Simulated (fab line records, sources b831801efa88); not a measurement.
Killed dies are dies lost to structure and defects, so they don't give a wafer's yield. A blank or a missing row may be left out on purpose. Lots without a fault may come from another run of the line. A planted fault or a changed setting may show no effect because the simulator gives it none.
fab line records | flow sky130
record lots=12 wafers=36 last_day=50
route steps=708 shown VIA4@652 PASSIVATION@681 PAD_OPEN@708
lots that met no fault: from a run of the same line without faults
start_h: hours from the record's first day to the start of the lot's first wafer shown | wait_h: hours since the lot's step before | " the same as in the row above | L1.1+2: a row that stands for several wafers | - no value, or no start given | * or withheld: withheld | < > ~ a bound
route shown NAME@n: a module of which the file shows steps, and the number in the route of the first | usual: mean/standard deviation of fault-free wafers | same: alike in all rows | chamber/n: place in a boat | sites: the reading at each site | _std_site: their standard deviation | _edge_site: outer sites' mean less inner sites' | radius_mm: how far each site lies from the wafer's centre | mask NAME#n: copy n | behind: the tool/chamber that last shaped the wafer | hold: why the lot was held/for how many hours/how that ended | device: the transistor (n, p or np) that didn't switch | end of line: the same wafers' tests at the end of the route | a step without rows: its recipe alone | killed: dies lost to structure and defects at the first sort, not the wafer's yield | map: a wafer's dies, x killed, . not, _ none there
set.NAME: the setting as run; set.NAME@STEP: as run at that earlier step | model.NAME: the simulator's own value behind a step, which no gauge read
steps of the route over a sample of lots; a table a step, a row a wafer
services: from which hour (start_h, from the record's first day; less than 0 if before it) a tool's chamber was out of use, for how many hours, and why
## steps
# step SKY_VIA4_STRIP_13
# recipe chemistry=O2/N2 power_w=1400 pressure_mtorr=1500 platen_temp_c=withheld o2_flow_sccm=3000 n2_flow_sccm=300 overash_fraction=0.5
# usual drypump_motor_current_A=5.78/0.3 oes_product_au=0.710/0.0044 strip_time_to_endpoint_s=12.799/0.029
# columns lot.wafer tool chamber start_h wait_h drypump_motor_current_A oes_product_au rf_hours_counter_h strip_time_to_endpoint_s
L182.1 plasma_asher-04 1 998.81 - 5.55 0.707 55 12.805
L182.3 " 0 " " 6.14 0.711 - 12.813
L182.6 " 0 " " 6.13 0.714 - 12.822
L184.2 plasma_asher-01 1 1015.01 - 5.56 0.703 89 12.818
L184.4 " 0 " " 6.11 0.711 - 12.837
L184.6 " 1 " " 5.56 0.708 - 12.798
L185.2 plasma_asher-04 1 1023.18 - 5.53 0.709 58 12.796
L185.4 " 0 " " 6.15 0.716 - 12.801
L185.6 " 1 " " 5.52 0.713 - 12.773
L187.2 plasma_asher-01 1 1036.96 - 5.53 0.715 92 12.788
L187.3 " 0 " " 6.14 0.719 - 12.807
L187.6 " 0 " " 6.12 0.705 - 12.747
L189.2 plasma_asher-01 1 1048.86 - 5.58 0.719 93 12.767
L189.3 " 1 " " 5.55 0.701 - 12.781
L189.6 " 0 " " 6.17 0.709 - 12.796
L191.1 plasma_asher-01 1 1063.51 - 5.53 0.712 95 12.797
L191.2 " 0 " " 6.11 0.712 95 12.814
L191.6 " 1 " " 5.54 0.708 - 12.776
L197.1 plasma_asher-03 0 1104.20 - 5.98 0.708 35 12.780
L197.3 " 0 " " 5.96 0.706 - 12.742
L197.5 " 0 " " 5.96 0.707 - 12.795
L200.2 plasma_asher-04 1 1124.65 - 5.50 0.710 66 12.848
L200.3 " 1 " " 5.53 0.717 - 12.820
L200.6 " 1 " " 5.52 0.705 - 12.829
L201.2 plasma_asher-03 0 1128.35 - 6.00 0.712 37 12.784
L201.5 " 0 " " 6.00 0.715 - 12.821
L201.6 " 1 " " 5.44 0.711 - 12.773
L202.1 plasma_asher-04 1 1129.45 - 5.52 0.706 67 12.772
L202.4 " 0 " " 6.16 0.709 - 12.778
L202.5 " 0 " " 6.15 0.703 - 12.790
L203.2 plasma_asher-03 0 1136.16 - 5.96 0.712 38 12.822
L203.4 " 1 " " 5.44 0.710 - 12.781
L203.5 " 0 " " 5.97 0.713 - 12.774
L205.1 plasma_asher-04 1 1140.33 - 5.56 0.704 68 12.798
L205.3 " 0 " " 6.15 0.699 - 12.779
L205.6 " 0 " " 6.15 0.715 - 12.785
# step SKY_VIA4_CVD_18
# recipe material=W target_thk_nm=505 time_s=152.14 temp_c=400 pressure_torr=40
# usual heater_power_w=843/56
# columns lot.wafer tool chamber start_h wait_h heater_power_w
L182.1 cvd_w-02 0 999.47 0.0 742
L182.3 " 0 " " 757
L182.6 " 0 " " 749
L184.2 cvd_w-01 0 1015.66 0.0 873
L184.4 " 0 " " 865
L184.6 " 1 " " 887
L185.2 cvd_w-02 0 1023.83 0.0 766
L185.4 " 0 " " 744
L185.6 " 1 " " 864
L187.2 cvd_w-01 0 1037.61 0.0 874
L187.3 " 0 " " 874
L187.6 " 1 " " 912
L189.2 cvd_w-01 1 1049.51 0.0 911
L189.3 " 1 " " 910
L189.6 " 1 " " 920
L191.1 cvd_w-01 0 1064.20 0.0 860
L191.2 " 1 " " 894
L191.6 " 0 " " 859
L197.1 cvd_w-01 0 1104.86 0.0 866
L197.3 " 1 " " 929
L197.5 " 0 " " 861
L200.2 cvd_w-02 1 1125.31 0.0 867
L200.3 " 0 " " 766
L200.6 " 0 " " 774
L201.2 cvd_w-02 0 1129.01 0.0 757
L201.5 " 0 " " 782
L201.6 " 1 " " 839
L202.1 cvd_w-02 0 1130.15 0.0 774
L202.4 " 0 " " 741
L202.5 " 1 " " 853
L203.2 cvd_w-02 1 1136.85 0.0 853
L203.4 " 0 " " 760
L203.5 " 1 " " 859
L205.1 cvd_w-01 0 1141.33 0.0 874
L205.3 " 1 " " 897
L205.6 " 0 " " 897
# step SKY_PASSIVATION_CVD_00
# recipe material=SiO2 target_thk_nm=90 temp_c=400 time_s=withheld rf_w=600
# usual heater_power_w=749/160 rf_fwd_power_W=587/3.4
# columns lot.wafer tool chamber start_h wait_h heater_power_w rf_fwd_power_W
L182.1 pecvd-02 2 1023.63 0.0 1105 585
L182.3 " 1 " " 621 591
L182.6 " 1 " " 627 590
L184.2 pecvd-02 1 1039.74 0.0 675 589
L184.4 " 0 " " 792 585
L184.6 " 2 " " 1059 588
L185.2 pecvd-04 0 1047.24 0.0 611 588
L185.4 " 2 " " 639 583
L185.6 " 1 " " 645 590
L187.2 pecvd-04 2 1061.39 0.0 634 588
L187.3 " 1 " " 645 590
L187.6 " 0 " " 646 588
L189.2 pecvd-04 0 1073.42 0.0 621 682
L189.3 " 2 " " 498 680
L189.6 " 1 " " 603 692
L191.1 pecvd-04 1 1086.10 0.0 554 685
L191.2 " 2 " " 639 679
L191.6 " 1 " " 546 687
L197.1 pecvd-02 0 1126.20 0.0 835 586
L197.3 " 1 " " 638 591
L197.5 " 2 " " 1055 586
L200.2 pecvd-03 0 1145.68 0.0 717 587
L200.3 " 1 " " 866 585
L200.6 " 2 " " 597 588
L201.2 pecvd-04 1 1148.97 0.0 629 592
L201.5 " 1 " " 644 595
L201.6 " 0 " " 601 591
L202.1 pecvd-03 2 1150.42 0.0 729 587
L202.4 " 2 " " 720 586
L202.5 " 0 " " 848 593
L203.2 pecvd-04 2 1155.88 0.0 672 584
L203.4 " 0 " " 649 587
L203.5 " 1 " " 629 595
L205.1 pecvd-02 0 1160.80 0.0 726 585
L205.3 " 2 " " 1068 582
L205.6 " 1 " " 639 589
# step SKY_PASSIVATION_CVD_02
# recipe material=Si3N4 target_thk_nm=540 temp_c=400 time_s=withheld rf_w=450
# usual heater_power_w=831/170 rf_fwd_power_W=448.9/1.3
# columns lot.wafer tool chamber start_h wait_h heater_power_w rf_fwd_power_W
L182.1 pecvd-03 1 1023.71 0.1 1065 447.0
L182.3 " 2 " " 664 450.9
L182.6 " 1 " " 1084 449.7
L184.2 pecvd-03 2 1039.82 0.0 763 448.0
L184.4 " 2 " " 787 449.1
L184.6 " 0 " " 850 447.9
L185.2 pecvd-03 1 1047.32 0.0 1057 448.5
L185.4 " 2 " " 752 448.5
L185.6 " 0 " " 899 447.5
L187.2 pecvd-02 2 1061.47 0.0 1150 451.3
L187.3 " 1 " " 767 449.5
L187.6 " 2 " " 1153 449.4
L189.2 pecvd-03 0 1073.50 0.0 836 447.7
L189.3 " 1 " " 1136 449.2
L189.6 " 0 " " 866 451.2
L191.1 pecvd-03 0 1086.18 0.1 841 447.9
L191.2 " 2 " " 759 447.8
L191.6 " 1 " " 1081 449.1
L197.1 pecvd-03 0 1126.28 0.1 778 448.9
L197.3 " 1 " " 1112 448.0
L197.5 " 2 " " 633 450.4
L200.2 pecvd-04 2 1145.76 0.0 636 446.7
L200.3 " 1 " " 623 449.3
L200.6 " 1 " " 648 450.5
L201.2 pecvd-02 2 1149.06 0.0 984 447.5
L201.5 " 2 " " 1046 447.8
L201.6 " 0 " " 774 448.9
L202.1 pecvd-02 2 1150.51 0.1 1139 449.8
L202.4 " 0 " " 767 446.7
L202.5 " 2 " " 1162 449.1
L203.2 pecvd-03 2 1155.96 0.0 792 449.8
L203.4 " 1 " " 1129 447.7
L203.5 " 0 " " 729 450.5
L205.1 pecvd-04 0 1160.88 0.1 675 447.3
L205.3 " 1 " " 649 446.6
L205.6 " 1 " " 665 449.3
# step SKY_PAD_OPEN_PROBE_99
# usual defect_limited_yield=82.6/2 killed_at_M0_to_M3=44/7.3 killed_at_M4_up=3.1/1.6 killed_at_contacts=24/5.4 killed_at_front_end=15/4 killed_at_other=0.2/0.49 killed_dies=86/10 killed_open=48/7.3 killed_short=38/6.3 sort_bin_3_pad_short=0.8/0.45 sort_bin_5_function=10.3/1.5 sort_bin_6_memory=6.3/1.2 sort_n_pass=406/10 sort_yield_pct=82.6/2
# same gross_dies=492 killed_at_back_side=0 sort_bin_4_leakage[%]=0 sort_bin_8_speed[%]=0
# columns lot.wafer tool chamber start_h wait_h defect_limited_yield[%] killed_at_M0_to_M3 killed_at_M4_up killed_at_contacts killed_at_front_end killed_at_other killed_dies killed_open killed_short sort_bin_3_pad_short[%] sort_bin_5_function[%] sort_bin_6_memory[%] sort_n_pass sort_yield_pct[%]
L182.1 prober-02 - 1069.33 0.1 83.1 47 3 20 13 0 83 43 40 1.4 10.2 5.3 409 83.1
L182.3 prober-02 - 1069.43 0.2 81.9 48 3 29 9 0 89 47 42 0.6 11.2 6.3 403 81.9
L182.6 prober-02 - 1069.58 0.2 85.2 37 2 18 16 0 73 39 34 1.2 8.3 5.3 419 85.2
L184.2 prober-02 - 1084.38 0.1 80.7 56 3 24 11 1 95 55 40 1.8 10.2 7.3 397 80.7
L184.4 prober-02 - 1084.48 0.2 80.1 54 4 26 14 0 98 47 51 1.0 11.6 7.3 394 80.1
L184.6 prober-02 - 1084.58 0.2 80.7 49 3 34 9 0 95 60 35 0.4 12.6 6.3 397 80.7
L185.2 prober-01 - 1091.59 0.1 84.6 32 3 30 10 1 76 41 35 1.8 8.9 4.7 416 84.6
L185.4 prober-01 - 1091.69 0.2 85.6 35 6 18 12 0 71 39 32 1.4 8.7 4.3 421 85.6
L185.6 prober-01 - 1091.79 0.2 84.3 43 4 19 10 1 77 45 32 1.2 8.1 6.3 415 84.3
L187.2 prober-01 - 1105.24 0.1 85.8 32 3 21 14 0 70 36 34 0.6 8.5 5.1 422 85.8
L187.3 prober-01 - 1105.29 0.2 84.6 36 3 21 16 0 76 48 28 0.2 9.3 5.9 416 84.6
L187.6 prober-01 - 1105.44 0.2 84.6 36 5 17 18 0 76 47 29 0.8 7.9 6.7 416 84.6
L189.2 prober-01 - 1116.20 0.1 81.9 45 2 24 18 0 89 52 37 1.0 11.8 5.3 403 81.9
L189.3 prober-01 - 1116.25 0.2 84.8 33 3 17 21 1 75 38 37 1.4 7.3 6.5 417 84.8
L189.6 prober-01 - 1116.40 0.2 83.1 52 2 11 18 0 83 46 37 0.6 9.8 6.5 409 83.1
L191.1 prober-01 - 1127.79 0.1 84.6 41 4 18 13 0 76 38 38 0.8 9.6 5.1 416 84.6
L191.2 prober-01 - 1127.84 0.1 82.3 45 5 28 9 0 87 43 44 0.8 10.6 6.3 405 82.3
L191.6 prober-01 - 1128.04 0.2 83.7 43 6 18 13 0 80 34 46 0.2 10.6 5.5 412 83.7
L197.1 prober-01 - 1165.54 0.1 81.5 61 3 15 12 0 91 46 45 0.4 11.8 6.3 401 81.5
L197.3 prober-01 - 1165.64 0.2 83.7 40 2 28 10 0 80 50 30 0 10.2 6.1 412 83.7
L197.5 prober-01 - 1165.74 0.2 81.3 48 7 26 11 0 92 54 38 0.2 12.0 6.5 400 81.3
L200.2 prober-01 - 1182.42 0.1 82.3 40 5 24 18 0 87 59 28 0 12.4 5.3 405 82.3
L200.3 prober-01 - 1182.47 0.2 82.5 46 3 23 14 0 86 47 39 0.8 11.4 5.3 406 82.5
L200.6 prober-01 - 1182.62 0.2 82.5 49 2 23 12 0 86 52 34 0.6 8.9 7.9 406 82.5
L201.2 prober-01 - 1185.85 0.1 82.1 39 7 31 11 0 88 47 41 1.2 8.5 8.1 404 82.1
L201.5 prober-01 - 1186.00 0.2 79.7 46 4 34 15 1 100 65 35 0.8 11.2 8.3 392 79.7
L201.6 prober-01 - 1186.05 0.2 80.5 40 3 30 23 0 96 52 44 2.0 12.0 5.5 396 80.5
L202.1 prober-01 - 1187.58 0.1 84.3 38 1 25 13 0 77 50 27 0.6 9.6 5.5 415 84.3
L202.4 prober-01 - 1187.73 0.2 81.3 45 3 18 25 1 92 52 40 1.0 12.2 5.5 400 81.3
L202.5 prober-01 - 1187.78 0.2 80.5 45 4 34 13 0 96 57 39 0.6 12.2 6.7 396 80.5
L203.2 prober-02 - 1192.10 0.1 85.0 36 3 21 14 0 74 39 35 0.4 9.1 5.5 418 85.0
L203.4 prober-02 - 1192.20 0.2 83.1 40 4 18 20 1 83 48 35 0.4 8.5 7.9 409 83.1
L203.5 prober-02 - 1192.25 0.2 85.2 34 2 22 15 0 73 42 31 1.0 8.9 4.9 419 85.2
L205.1 prober-01 - 1195.39 0.1 82.5 50 2 26 8 0 86 54 32 0.6 11.0 5.9 406 82.5
L205.3 prober-01 - 1195.49 0.2 80.9 53 6 23 12 0 94 58 36 1.2 12.8 5.1 398 80.9
L205.6 prober-01 - 1195.64 0.2 83.1 44 3 19 16 1 83 49 34 0.4 11.2 5.3 409 83.1
# killed by level:class
L182.1 VIA1:geometric_particle:open=10 CONTACT:geometric_particle:open=9 CONTACT:geometric_particle:short=7 METAL2:geometric_particle:short=5 POLY_GATE:geometric_particle:open=5 VIA2:geometric_particle:short=5 METAL3:geometric_particle:short=5 FIELD_ISO:geometric_particle:open=4
L182.3 VIA1:geometric_particle:open=15 LI_CONTACT:geometric_particle:open=9 VIA1:geometric_particle:short=9 CONTACT:geometric_particle:open=8 METAL2:geometric_particle:short=5 VIA3:geometric_particle:open=5 LOCAL_INTERCONNECT:geometric_particle:short=5 VIA3:geometric_particle:short=4
L182.6 VIA1:geometric_particle:open=10 CONTACT:geometric_particle:open=9 CONTACT:geometric_particle:short=6 VIA1:geometric_particle:short=6 VIA3:geometric_particle:open=6 FIELD_ISO:geometric_particle:open=4 POLY_GATE:geometric_particle:open=3 METAL1:geometric_particle:short=3
L184.2 VIA1:geometric_particle:open=11 CONTACT:geometric_particle:open=9 VIA2:geometric_particle:open=9 LI_CONTACT:geometric_particle:open=7 VIA3:geometric_particle:open=7 METAL1:geometric_particle:short=6 CONTACT:geometric_particle:short=6 VIA1:geometric_particle:short=6
L184.4 CONTACT:geometric_particle:open=11 METAL2:geometric_particle:short=10 VIA1:geometric_particle:open=8 LI_CONTACT:geometric_particle:open=7 METAL1:geometric_particle:short=7 FIELD_ISO:geometric_particle:short=6 VIA2:geometric_particle:open=6 METAL3:geometric_particle:short=6
L184.6 CONTACT:geometric_particle:open=17 VIA1:geometric_particle:open=12 LI_CONTACT:geometric_particle:open=9 METAL2:geometric_particle:short=9 VIA3:geometric_particle:open=6 VIA2:geometric_particle:open=6 METAL1:geometric_particle:short=5 CONTACT:geometric_particle:short=4
L185.2 CONTACT:geometric_particle:open=13 LI_CONTACT:geometric_particle:open=8 VIA1:geometric_particle:open=6 POLY_GATE:geometric_particle:short=5 METAL1:geometric_particle:short=5 METAL2:geometric_particle:short=5 CONTACT:geometric_particle:short=4 VIA2:geometric_particle:open=4
L185.4 CONTACT:geometric_particle:open=16 METAL2:geometric_particle:short=7 POLY_GATE:geometric_particle:open=5 METAL4:geometric_particle:short=5 METAL1:geometric_particle:short=4 VIA1:geometric_particle:open=4 VIA1:geometric_particle:short=4 VIA2:geometric_particle:short=4
L185.6 VIA1:geometric_particle:open=14 CONTACT:geometric_particle:open=8 VIA3:geometric_particle:short=7 VIA3:geometric_particle:open=6 LI_CONTACT:geometric_particle:open=6 CONTACT:geometric_particle:short=3 VIA1:geometric_particle:short=3 METAL3:geometric_particle:short=3
L187.2 CONTACT:geometric_particle:open=8 METAL1:geometric_particle:short=8 LI_CONTACT:geometric_particle:open=7 FIELD_ISO:geometric_particle:short=6 VIA1:geometric_particle:open=6 METAL2:geometric_particle:short=4 POLY_GATE:geometric_particle:open=4 CONTACT:geometric_particle:short=4
L187.3 LI_CONTACT:geometric_particle:open=10 VIA3:geometric_particle:open=8 FIELD_ISO:geometric_particle:open=6 VIA2:geometric_particle:open=6 CONTACT:geometric_particle:open=5 METAL1:geometric_particle:short=5 FIELD_ISO:geometric_particle:short=4 VIA1:geometric_particle:open=4
L187.6 LI_CONTACT:geometric_particle:open=8 VIA2:geometric_particle:open=8 VIA3:geometric_particle:open=6 VIA1:geometric_particle:open=6 FIELD_ISO:geometric_particle:open=5 POLY_GATE:geometric_particle:open=4 FIELD_ISO:geometric_particle:short=3 POLY_GATE:geometric_particle:short=3
L189.2 VIA1:geometric_particle:open=11 POLY_GATE:geometric_particle:open=10 VIA2:geometric_particle:open=8 LI_CONTACT:geometric_particle:open=7 METAL1:geometric_particle:short=6 LI_CONTACT:geometric_particle:short=5 VIA3:geometric_particle:open=5 CONTACT:geometric_particle:open=5
L189.3 POLY_GATE:geometric_particle:short=7 CONTACT:geometric_particle:open=7 LI_CONTACT:geometric_particle:open=6 METAL1:geometric_particle:short=6 FIELD_ISO:geometric_particle:open=5 VIA2:geometric_particle:open=5 POLY_GATE:geometric_particle:open=4 METAL2:geometric_particle:short=4
L189.6 VIA1:geometric_particle:open=13 METAL1:geometric_particle:short=10 VIA2:geometric_particle:open=6 VIA3:geometric_particle:open=6 FIELD_ISO:geometric_particle:short=5 LI_CONTACT:geometric_particle:open=5 METAL3:geometric_particle:short=5 POLY_GATE:geometric_particle:open=4
L191.1 VIA1:geometric_particle:open=10 CONTACT:geometric_particle:open=6 METAL1:geometric_particle:short=5 VIA2:geometric_particle:open=5 FIELD_ISO:geometric_particle:short=4 LI_CONTACT:geometric_particle:open=4 LOCAL_INTERCONNECT:geometric_particle:short=4 VIA1:geometric_particle:short=4
L191.2 VIA2:geometric_particle:open=10 VIA1:geometric_particle:open=10 CONTACT:geometric_particle:open=8 CONTACT:geometric_particle:short=7 METAL2:geometric_particle:short=6 LI_CONTACT:geometric_particle:short=5 LI_CONTACT:geometric_particle:open=4 LOCAL_INTERCONNECT:geometric_particle:short=4
L191.6 METAL1:geometric_particle:short=9 VIA1:geometric_particle:short=9 CONTACT:geometric_particle:open=6 FIELD_ISO:geometric_particle:short=5 VIA2:geometric_particle:open=5 METAL3:geometric_particle:short=5 METAL4:geometric_particle:short=5 VIA1:geometric_particle:open=4
L197.1 VIA1:geometric_particle:open=16 VIA2:geometric_particle:open=7 LI_CONTACT:geometric_particle:open=6 METAL2:geometric_particle:short=6 METAL3:geometric_particle:short=6 VIA3:geometric_particle:short=6 VIA1:geometric_particle:short=5 VIA3:geometric_particle:open=5
L197.3 VIA1:geometric_particle:open=12 CONTACT:geometric_particle:open=9 VIA3:geometric_particle:open=8 LI_CONTACT:geometric_particle:open=7 CONTACT:geometric_particle:short=5 VIA1:geometric_particle:short=4 VIA2:geometric_particle:short=4 FIELD_ISO:geometric_particle:open=3
L197.5 CONTACT:geometric_particle:open=14 VIA2:geometric_particle:open=10 VIA1:geometric_particle:open=9 VIA1:geometric_particle:short=7 METAL2:geometric_particle:short=5 VIA3:geometric_particle:short=5 VIA3:geometric_particle:open=5 FIELD_ISO:geometric_particle:short=4
L200.2 VIA1:geometric_particle:open=14 CONTACT:geometric_particle:open=11 POLY_GATE:geometric_particle:open=7 VIA2:geometric_particle:open=5 VIA3:geometric_particle:open=5 LI_CONTACT:geometric_particle:open=4 CONTACT:geometric_particle:short=4 METAL2:geometric_particle:short=4
L200.3 VIA1:geometric_particle:open=14 CONTACT:geometric_particle:open=9 FIELD_ISO:geometric_particle:open=5 LOCAL_INTERCONNECT:geometric_particle:short=5 VIA1:geometric_particle:short=5 METAL2:geometric_particle:short=4 VIA3:geometric_particle:open=4 VIA3:geometric_particle:short=4
L200.6 VIA1:geometric_particle:open=11 VIA2:geometric_particle:open=10 CONTACT:geometric_particle:open=7 VIA3:geometric_particle:open=6 METAL1:geometric_particle:short=5 FIELD_ISO:geometric_particle:short=4 FIELD_ISO:geometric_particle:open=4 VIA1:geometric_particle:short=4
L201.2 LI_CONTACT:geometric_particle:open=12 METAL2:geometric_particle:short=8 CONTACT:geometric_particle:open=7 METAL1:geometric_particle:short=6 LOCAL_INTERCONNECT:geometric_particle:short=5 CONTACT:geometric_particle:short=5 VIA1:geometric_particle:short=5 VIA2:geometric_particle:open=5
L201.5 CONTACT:geometric_particle:open=14 VIA1:geometric_particle:open=10 VIA2:geometric_particle:open=10 LI_CONTACT:geometric_particle:open=8 VIA3:geometric_particle:open=8 CONTACT:geometric_particle:short=7 POLY_GATE:geometric_particle:open=5 METAL2:geometric_particle:short=4
L201.6 VIA1:geometric_particle:open=13 CONTACT:geometric_particle:open=11 FIELD_ISO:geometric_particle:open=8 LOCAL_INTERCONNECT:geometric_particle:short=6 FIELD_ISO:geometric_particle:short=5 VIA2:geometric_particle:open=5 LI_CONTACT:geometric_particle:short=4 CONTACT:geometric_particle:short=4
L202.1 CONTACT:geometric_particle:open=14 VIA1:geometric_particle:open=13 VIA3:geometric_particle:open=6 LI_CONTACT:geometric_particle:open=5 FIELD_ISO:geometric_particle:open=4 METAL1:geometric_particle:short=4 VIA1:geometric_particle:short=4 VIA2:geometric_particle:open=4
L202.4 VIA1:geometric_particle:open=14 CONTACT:geometric_particle:open=9 VIA2:geometric_particle:open=7 POLY_GATE:geometric_particle:short=6 METAL1:geometric_particle:short=6 VIA1:geometric_particle:short=6 FIELD_ISO:geometric_particle:short=5 LI_CONTACT:geometric_particle:open=4
L202.5 CONTACT:geometric_particle:open=13 VIA1:geometric_particle:open=12 VIA2:geometric_particle:open=8 LI_CONTACT:geometric_particle:open=7 LOCAL_INTERCONNECT:geometric_particle:short=7 VIA3:geometric_particle:open=6 POLY_GATE:geometric_particle:short=6 METAL1:geometric_particle:short=4
L203.2 VIA1:geometric_particle:open=11 CONTACT:geometric_particle:open=8 CONTACT:geometric_particle:short=6 FIELD_ISO:geometric_particle:open=5 VIA1:geometric_particle:short=5 FIELD_ISO:geometric_particle:short=4 VIA2:geometric_particle:short=4 VIA3:geometric_particle:open=4
L203.4 VIA2:geometric_particle:open=9 VIA3:geometric_particle:open=8 METAL1:geometric_particle:short=7 POLY_GATE:geometric_particle:open=6 VIA1:geometric_particle:open=6 LOCAL_INTERCONNECT:geometric_particle:short=4 CONTACT:geometric_particle:short=4 CONTACT:geometric_particle:open=4
L203.5 CONTACT:geometric_particle:open=9 VIA1:geometric_particle:open=7 FIELD_ISO:geometric_particle:open=6 VIA1:geometric_particle:short=6 VIA3:geometric_particle:open=5 LOCAL_INTERCONNECT:geometric_particle:short=4 METAL2:geometric_particle:short=4 VIA2:geometric_particle:open=4
L205.1 VIA1:geometric_particle:open=12 LI_CONTACT:geometric_particle:open=10 CONTACT:geometric_particle:open=10 VIA2:geometric_particle:open=10 VIA3:geometric_particle:open=8 METAL1:geometric_particle:short=6 VIA1:geometric_particle:short=4 VIA3:geometric_particle:short=4
L205.3 VIA1:geometric_particle:open=11 LI_CONTACT:geometric_particle:open=9 VIA2:geometric_particle:open=9 CONTACT:geometric_particle:open=8 VIA3:geometric_particle:open=8 METAL2:geometric_particle:short=7 POLY_GATE:geometric_particle:short=4 POLY_GATE:geometric_particle:open=4
L205.6 VIA1:geometric_particle:open=10 VIA2:geometric_particle:open=9 VIA3:geometric_particle:open=7 CONTACT:geometric_particle:short=6 POLY_GATE:geometric_particle:open=5 LI_CONTACT:geometric_particle:open=5 LI_CONTACT:geometric_particle:short=4 VIA1:geometric_particle:short=4
## services
# columns tool chamber start_h hours kind
plasma_asher-04 - 976.03 2.8 pm
plasma_asher-04 - 991.46 1.3 repair
pecvd-04 1 999.38 - clean
pecvd-04 1 999.38 - consumable_replace:showerhead
pecvd-04 1 999.38 29.0 scheduled_down
pecvd-04 1 999.38 29.0 vent_cycle
plasma_asher-03 - 1003.45 2.8 pm
pecvd-04 2 1008.41 14.3 repair
pecvd-03 2 1034.13 2.1 scheduled_down
plasma_asher-03 - 1035.15 7.0 repair
plasma_asher-04 - 1059.84 15.6 pm
pecvd-03 0 1074.96 2.1 scheduled_down
pecvd-04 - 1081.25 1.2 repair
cvd_w-01 - 1083.38 0.7 repair
pecvd-03 1 1089.40 5.5 scheduled_down
pecvd-04 2 1138.80 4.1 repair
pecvd-02 0 1142.55 4.3 repair
pecvd-03 - 1143.52 1.4 repair
plasma_asher-01 - 1143.97 1.7 repair
pecvd-02 0 1152.92 2.1 scheduled_down
## key
first_sign step=SKY_PASSIVATION_CVD_00 reading=rf_fwd_power_W direction=up sigmas=29 usual=587 struck=684
effect none on later readings
met_at SKY_PASSIVATION_CVD_00
struck_lots L189,L191
not_acting_at SKY_VIA4_STRIP_13,SKY_VIA4_CVD_18,SKY_PASSIVATION_CVD_02
onset_between 1061.39 1073.42
fault kind=process_parameter_drift tool=pecvd-04 chamber=- onset_h=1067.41 steps=SKY_PASSIVATION_CVD_00 channel=rf_w offset=96 shape=step end_h=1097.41 acts_in=these_recipes_only stated=600
